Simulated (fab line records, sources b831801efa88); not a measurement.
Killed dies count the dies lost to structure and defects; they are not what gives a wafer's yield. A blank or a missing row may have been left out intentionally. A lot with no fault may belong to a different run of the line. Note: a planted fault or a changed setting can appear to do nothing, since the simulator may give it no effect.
A lot that was struck, set against a sound lot	flow sky130	15 out of 708 route steps
Sound: these wafers, L538.1, L538.4, L538.5. The struck wafers were L544.2, L544.4, L544.5. The cause is given at the end.
Order at every step that has rows: each side's tool, ch and its chambers, its first start. Under that, the readings that differ: sound wafers	struck wafers	difference of the means	sigmas: that difference in standard deviations of wafers without a fault.
alike: readings with means less than 2 such deviations apart, plus words and numbers identical on both sides. not compared: withheld readings, readings lacking a value on some wafer, bounds such as >300 that could conceal the same value, and numbers that have no deviation in the record and whose values overlap.
A row with sigmas, a row that says differs or no value, or rows on one side alone: a step with any of these is where the two part. Numbers that don't overlap but have no deviation are shown without sigmas and don't part them. A reading that every wafer of one side lacks parts them only if that side has two wafers or more.

SKY_LDD_HVN_OVL_MEAS_07:
  sound on overlay-02, day 21 04:53; struck on overlay-01, day 23 23:05
  alike: LDD_HVN_OVL
following that, these wafers have no rows for 1 step: SKY_LDD_HVN_IMPLANT_08.
SKY_LDD_HVN_STRIP_09: strips in O2/N2.
  sound on plasma-asher-01 ch 0,1, day 21 05:04; struck on plasma-asher-01 ch 0,1, day 23 23:16
reading	sound	struck	difference	sigmas
strip-time-to-endpoint-s (s)	4.182 4.128 4.132	4.119 4.087 4.116	-0.040	-3
  alike: drypump-motor-current-A, oes-product-au
  not compared: rf-hours-counter-h
SKY_LDD_HVN_TW_MEAS_10:
  sound on film-metro-03, day 21 05:10; struck on film-metro-02, day 23 23:23
  alike: LDD_HVN_TW
then, 7 steps without rows for these wafers: SKY_LDD_HVP_DEHYDRATE_00 (time 60 s); SKY_LDD_HVP_HMDS_01 (prime time 60 s); SKY_LDD_HVP_COAT_02 (resist thk 300 nm); SKY_LDD_HVP_SOFTBAKE_03 (time 60 s); SKY_LDD_HVP_EXPOSE_04 (exposes mask HVPTM, target cd 700 nm); SKY_LDD_HVP_PEB_05; SKY_LDD_HVP_DEVELOP_06 (develop time 60 s).
SKY_LDD_HVP_OVL_MEAS_07:
  sound on overlay-01, day 22 11:47; struck on overlay-01, day 25 05:05
  alike: LDD_HVP_OVL
SKY_LDD_HVP_IMPLANT_08:
  sound on implanter-04 ch 0, day 22 11:56; struck on implanter-03 ch 0, day 25 05:08
reading	sound	struck	difference	sigmas
beam-energy-keV	20.003 19.997 19.994	25.028 25.028 25.030	+5.031	+99 or more
model.implant.rp-nm (nm)	60.4 60.4 60.4	77.95 77.95 77.95	+17.55	
model.implant.drp-nm (nm)	28.53 28.53 28.53	35.97 35.97 35.97	+7.44	
  alike: faraday-current-uA
SKY_LDD_HVP_STRIP_09: strips in O2/N2.
  sound on plasma-asher-02 ch 0,1, day 22 12:05; struck on plasma-asher-04 ch 0,1, day 25 05:16
  alike: drypump-motor-current-A, oes-product-au, strip-time-to-endpoint-s
  not compared: rf-hours-counter-h
-- the record jumps here: 23 days lie between the struck wafers' starts before and after (it left off in module LDD_HVP and takes up again in module PAD_OPEN, whose first step shown is number 708 of the route) --
SKY_PAD_OPEN_PROBE_99:
  sound on prober-02, day 46 12:04; struck on prober-01, day 48 08:31
reading	sound	struck	difference	sigmas
model.etest.tip_p_5v.rs-ohm-sq	2904 2884 2882	2767 2772 2761	-123	
model.etest.pfet-g5v0d10v5.drive-ua-um	337.9 337.5 338.1	349.2 346.1 352.6	+11.5	
model.etest.pfet-g5v0d10v5.off-log10-a-um	-12.9 -12.69 -12.76	-12.28 -12.45 -12.26	+0.45	
model.etest.pfet-g5v0d10v5.vt-sat-v (V)	-0.6501 -0.634 -0.6572	-0.6076 -0.6262 -0.5942	+0.0378	
  alike: killed_at_M0_to_M3, killed_at_M4_up, killed-at-contacts, killed-at-front-end, killed-at-other, killed-dies, killed-open, killed-short

== WHERE THEY PART ==
Earliest at SKY_LDD_HVN_STRIP_09; latest, in this record, at SKY_LDD_HVP_IMPLANT_08. Later steps at which nothing parts them and some readings are alike: SKY_LDD_HVP_STRIP_09, SKY_PAD_OPEN_PROBE_99.

WHY: what had been put in by the simulator
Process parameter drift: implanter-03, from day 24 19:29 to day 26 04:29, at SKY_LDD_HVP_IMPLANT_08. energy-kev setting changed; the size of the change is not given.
